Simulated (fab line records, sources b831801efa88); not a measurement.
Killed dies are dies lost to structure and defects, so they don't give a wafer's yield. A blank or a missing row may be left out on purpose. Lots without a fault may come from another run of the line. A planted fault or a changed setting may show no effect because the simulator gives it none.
Which tool did it? | flow sky130 | 12 lots, 36 wafers sampled, at 5 steps of a route of 708

WHAT THE GAUGES READ, wafer by wafer
SKY_VT_ADJUST_LVTN_TW_MEAS_21.
lot  | measured     | on            | VT_ADJUST_LVTN_2_TW
L830 | day 7 15:35  | film_metro-03 | 185.9 186.3 186.3
L831 | day 8 01:52  | film_metro-03 | 186.7 185.7 187.2
L835 | day 9 10:25  | film_metro-03 | 187.5 187.0 187.7
L838 | day 10 00:45 | film_metro-01 | 182.0 183.6 182.4
L841 | day 10 18:34 | film_metro-01 | 182.7 182.7 182.4
L842 | day 11 05:00 | film_metro-01 | 185.2 183.0 184.2
L843 | day 11 17:26 | film_metro-01 | 183.7 183.9 183.5
L844 | day 11 19:48 | film_metro-03 | 186.7 185.7 186.6
L847 | day 12 14:37 | film_metro-03 | 185.9 186.6 186.4
L848 | day 14 15:52 | film_metro-02 | 188.2 188.1 189.2
L852 | day 14 16:55 | film_metro-02 | 188.3 188.4 188.7
L850 | day 14 20:54 | film_metro-01 | 183.5 182.0 182.2

SKY_VT_ADJUST_NCORE_OVL_MEAS_08.
lot  | measured     | on         | VT_ADJUST_NCORE_OVL (nm)
L830 | day 8 10:08  | overlay-02 | 0.2 1.5 1.6
L831 | day 8 21:59  | overlay-01 | 3.1 3.0 2.6
L835 | day 10 08:06 | overlay-02 | 3.0 2.5 1.4
L838 | day 10 22:58 | overlay-01 | 1.6 1.8 0.9
L841 | day 11 17:17 | overlay-02 | -2.6 -1.9 -1.6
L842 | day 12 05:09 | overlay-01 | 1.6 1.2 1.1
L843 | day 12 17:27 | overlay-02 | -0.3 0.0 -0.7
L844 | day 12 20:19 | overlay-01 | 0.0 -0.3 0.4
L847 | day 13 16:20 | overlay-02 | -1.1 1.3 -1.9
L848 | day 15 18:59 | overlay-02 | -1.0 0.8 1.8
L852 | day 15 20:29 | overlay-02 | -1.8 -0.7 -1.5
L850 | day 15 23:32 | overlay-02 | 1.5 -0.3 2.2

SKY_VT_ADJUST_HVTR_CD_MEAS_07: target cd 380 nm.
lot  | measured     | on        | cd_nm (nm)
L830 | day 9 07:11  | cd_sem-01 | 381.7 379.9 383.1
L831 | day 9 19:19  | cd_sem-02 | 379.6 378.0 380.1
L835 | day 11 06:56 | cd_sem-01 | 378.2 378.4 376.6
L838 | day 11 21:55 | cd_sem-02 | 379.7 381.6 377.9
L841 | day 12 17:24 | cd_sem-02 | 389.2 387.0 387.7
L842 | day 13 05:49 | cd_sem-01 | 391.7 390.1 388.6
L843 | day 13 19:21 | cd_sem-02 | 377.9 378.4 378.3
L844 | day 13 22:11 | cd_sem-02 | 383.2 383.1 380.8
L847 | day 14 18:30 | cd_sem-02 | 379.9 378.7 381.0
L848 | day 16 22:33 | cd_sem-02 | 381.6 381.4 381.6
L852 | day 17 00:32 | cd_sem-01 | 381.5 383.9 382.0
L850 | day 17 04:04 | cd_sem-01 | 376.3 376.1 377.6

WHICH TOOL RAN EACH LOT (tool, then ch and the chambers of the sampled wafers, then the start)
lot  | SKY_PWDE_STRIP_09                   | SKY_VT_ADJUST_HVTR_EXPOSE_04
L830 | plasma_asher-04 ch 0,1, day 3 22:44 | iline_stepper-01 ch 0, day 8 20:43
L831 | plasma_asher-02 ch 0,1, day 4 07:05 | iline_stepper-01 ch 0, day 9 09:04
L835 | plasma_asher-04 ch 0,1, day 5 10:48 | iline_stepper-02 ch 0, day 10 20:05
L838 | plasma_asher-02 ch 0, day 5 22:47   | iline_stepper-02 ch 0, day 11 10:41
L841 | plasma_asher-03 ch 0, day 6 11:18   | iline_stepper-01 ch 0, day 12 05:30
L842 | plasma_asher-02 ch 0,1, day 6 18:08 | iline_stepper-01 ch 0, day 12 17:11
L843 | plasma_asher-03 ch 0,1, day 7 05:25 | iline_stepper-02 ch 0, day 13 06:34
L844 | plasma_asher-02 ch 0,1, day 7 07:01 | iline_stepper-01 ch 0, day 13 09:15
L847 | plasma_asher-03 ch 0,1, day 7 21:32 | iline_stepper-02 ch 0, day 14 05:42
L848 | plasma_asher-02 ch 0, day 9 15:03   | iline_stepper-02 ch 0, day 16 08:36
L852 | plasma_asher-04 ch 0,1, day 9 15:49 | iline_stepper-02 ch 0, day 16 10:11
L850 | plasma_asher-03 ch 0,1, day 9 16:53 | iline_stepper-02 ch 0, day 16 14:12
- SKY_PWDE_STRIP_09: strips in O2/N2.
- SKY_VT_ADJUST_HVTR_EXPOSE_04: exposes mask HVTRM, target cd 380 nm.

WHAT THE TOOLS THEMSELVES READ (means of the sampled wafers that have a number; where no wafer has one, the mark that the record gives instead)
SKY_PWDE_STRIP_09.
lot  | tool            | drypump_motor_current_A (A) | oes_product_au (a.u.) | strip_time_to_endpoint_s (s)
L830 | plasma_asher-04 | 5.9                         | 0.722                 | 36.94
L831 | plasma_asher-02 | 6.1                         | 0.725                 | 37.07
L835 | plasma_asher-04 | 5.9                         | 0.723                 | 37.01
L838 | plasma_asher-02 | 6.4                         | 0.722                 | 36.95
L841 | plasma_asher-03 | 5.0                         | 0.721                 | 36.83
L842 | plasma_asher-02 | 6.2                         | 0.721                 | 36.93
L843 | plasma_asher-03 | 5.3                         | 0.725                 | 37.00
L844 | plasma_asher-02 | 6.2                         | 0.725                 | 36.94
L847 | plasma_asher-03 | 5.5                         | 0.721                 | 37.02
L848 | plasma_asher-02 | 6.3                         | 0.720                 | 36.82
L852 | plasma_asher-04 | 5.9                         | 0.724                 | 36.75
L850 | plasma_asher-03 | 5.3                         | 0.723                 | 37.10

SKY_VT_ADJUST_HVTR_EXPOSE_04.
lot  | tool             | exposure_dose_mJ_cm2
L830 | iline_stepper-01 | 150.06
L831 | iline_stepper-01 | 150.03
L835 | iline_stepper-02 | 149.96
L838 | iline_stepper-02 | 149.87
L841 | iline_stepper-01 | 154.77
L842 | iline_stepper-01 | 154.46
L843 | iline_stepper-02 | 149.77
L844 | iline_stepper-01 | 152.96
L847 | iline_stepper-02 | 149.73
L848 | iline_stepper-02 | 149.88
L852 | iline_stepper-02 | 149.90
L850 | iline_stepper-02 | 149.77

THE ANSWER, worked out from the rows above alone
Rule: what is usual is taken from the lots themselves. Put in order of their means at a reading, lots are off if they are a third of the lots or fewer, leave a main group of 4 or more, and stand apart from it by a gap of 3 or more times the standard deviation of the main group's means; of several such gaps the widest counts. A main group whose means are all the same, to the digits that the tables above print for the reading, isn't used. A lot without any number at a reading at which 4 lots or more have one is off too. The other lots that the step has rows for count as sound. The gauges are gone through in route order, then the tools' own readings, and for those a lot's mean is taken as printed above. The first step at which some lot is off is used, and at that step the reading that is off furthest; a lot without a number counts as furthest.
Off: L841, L842, L844, at SKY_VT_ADJUST_HVTR_EXPOSE_04 (exposure_dose_mJ_cm2). The main group: mean 149.89, standard deviation 0.11.
A tool fits if, at that step or a process step before it, it ran every lot that is off, and no sound lot after the first of them. One fits: iline_stepper-01 at SKY_VT_ADJUST_HVTR_EXPOSE_04. Its last sound lot is L831 (day 9 09:04), its first lot that is off L841 (day 12 05:30): a fault that began between those two fits.
The tool's own readings at SKY_VT_ADJUST_HVTR_EXPOSE_04 bear it out: on the lots that are off they differ by more than 5 times the standard deviation of the sound lots' means. exposure_dose_mJ_cm2 reads 154.06 there against 149.89 on the sound lots.

WHAT THE SIMULATOR HAD PUT IN
Process parameter drift: iline_stepper-01, from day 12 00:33 on, at SKY_VT_ADJUST_HVTR_EXPOSE_04. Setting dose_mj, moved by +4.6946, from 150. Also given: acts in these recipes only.
Lots struck among those shown: L841, L842, L844. The rule above found the same.
